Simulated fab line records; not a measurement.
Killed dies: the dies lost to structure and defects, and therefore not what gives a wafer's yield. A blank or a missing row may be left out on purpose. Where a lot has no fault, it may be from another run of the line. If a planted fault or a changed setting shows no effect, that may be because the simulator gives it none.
Which tool is to blame? | flow gf180mcu | 30 wafers from 10 lots sampled at 4 of the route's 602 steps

== WHAT THE GAUGES SHOWED, per wafer ==
GF_MIM_RS_MEAS_10: measures by four-point-probe.
lot  | measured     | on           | MIM_ALCU_RS (ohm/sq)
L161 | day 25 05:53 | filmMetro-04 | 0.1599 0.1612 0.1589
L163 | day 25 09:16 | filmMetro-04 | 0.1575 0.1564 0.1587
L164 | day 26 06:51 | filmMetro-03 | 0.1629 0.1606 0.1610
L166 | day 26 18:06 | filmMetro-04 | 0.1610 0.1634 0.1613
L167 | day 26 23:38 | filmMetro-03 | 0.1589 0.1569 0.1583
L170 | day 27 20:41 | filmMetro-01 | 0.1579 0.1588 0.1604
L171 | day 28 07:33 | filmMetro-01 | 0.1615 0.1626 0.1610
L174 | day 29 04:55 | filmMetro-04 | 0.1583 0.1569 0.1590
L181 | day 31 01:19 | filmMetro-04 | 0.2080 0.2075 0.2048
L182 | day 31 06:26 | filmMetro-01 | 0.2083 0.2082 0.2093

== TOOL THAT RAN EACH LOT (tool first, then ch and the chambers of the sampled wafers, then the start) ==
lot  | GF_V4_ETCH_16                     | GF_V4_CMP_26                  | GF_MIM_SPUTTER_08
L161 | rieDiel-04 ch 0,1,2, day 25 04:07 | cmp-01 ch 0,1,2, day 25 05:10 | pvdSputter-02, day 25 05:49
L163 | rieDiel-04 ch 0,1,3, day 25 07:25 | cmp-01 ch 0,3, day 25 08:30   | pvdSputter-02, day 25 09:10
L164 | rieDiel-01 ch 1,2,3, day 26 05:01 | cmp-01 ch 1,2, day 26 06:05   | pvdSputter-01, day 26 06:45
L166 | rieDiel-01 ch 0,2,3, day 26 16:19 | cmp-01 ch 2,3, day 26 17:26   | pvdSputter-04, day 26 18:03
L167 | rieDiel-02 ch 0,1, day 26 21:52   | cmp-01 ch 1,2, day 26 22:55   | pvdSputter-01, day 26 23:34
L170 | rieDiel-04 ch 1,2, day 27 18:53   | cmp-02 ch 1,2, day 27 19:59   | pvdSputter-02, day 27 20:35
L171 | rieDiel-02 ch 0,1,2, day 28 05:44 | cmp-01 ch 0,1,2, day 28 06:56 | pvdSputter-04, day 28 07:27
L174 | rieDiel-02 ch 0,3, day 29 03:07   | cmp-01 ch 1,3, day 29 04:14   | pvdSputter-01, day 29 04:51
L181 | rieDiel-04 ch 1,2,3, day 30 23:31 | cmp-01 ch 0,2,3, day 31 00:39 | pvdSputter-02, day 31 01:16
L182 | rieDiel-01 ch 0,2,3, day 31 04:40 | cmp-02 ch 0,1, day 31 05:43   | pvdSputter-02, day 31 06:23
- GF_V4_ETCH_16: etches BARC in N2/H2.
- GF_V4_CMP_26: polishes, stops on SiO2, t overpolish 15 s, target thk 0 nm.
- GF_MIM_SPUTTER_08: material AlCu, target thk 200 nm, time 10.6 s.

== THE ANSWER, worked out from the rows above alone ==
Rule: the lots themselves supply what counts as usual. The widest of any qualifying gaps counts: lots, ordered by their means at a reading, are off when they make up no more than a third of the lots, leave a main group of 4 or more, and stand apart from it by 3 or more times the standard deviation of that group's means. If all means in a main group match to the digits the tables above print for the reading, that group is not used. A lot without any number at a reading at which 4 lots or more have one is off too. Where the step has rows for the other lots, those lots are counted as sound.
Off: at GF_MIM_RS_MEAS_10 (MIM_ALCU_RS), L181, L182. For the main group the mean is 0.1597 ohm/sq and the standard deviation 0.0017.
A tool fits if, at a process step before that reading, it ran every lot that is off, and no sound lot after the first of them. The gauges at GF_MIM_RS_MEAS_10 are tried like those tools. One candidate fits, namely pvdSputter-02 at GF_MIM_SPUTTER_08. A fault onset in the window from L170 (day 27 20:35, its last sound lot) to L181 (day 31 01:16, its first lot off) fits.

== WHAT THE SIMULATOR PUT IN ==
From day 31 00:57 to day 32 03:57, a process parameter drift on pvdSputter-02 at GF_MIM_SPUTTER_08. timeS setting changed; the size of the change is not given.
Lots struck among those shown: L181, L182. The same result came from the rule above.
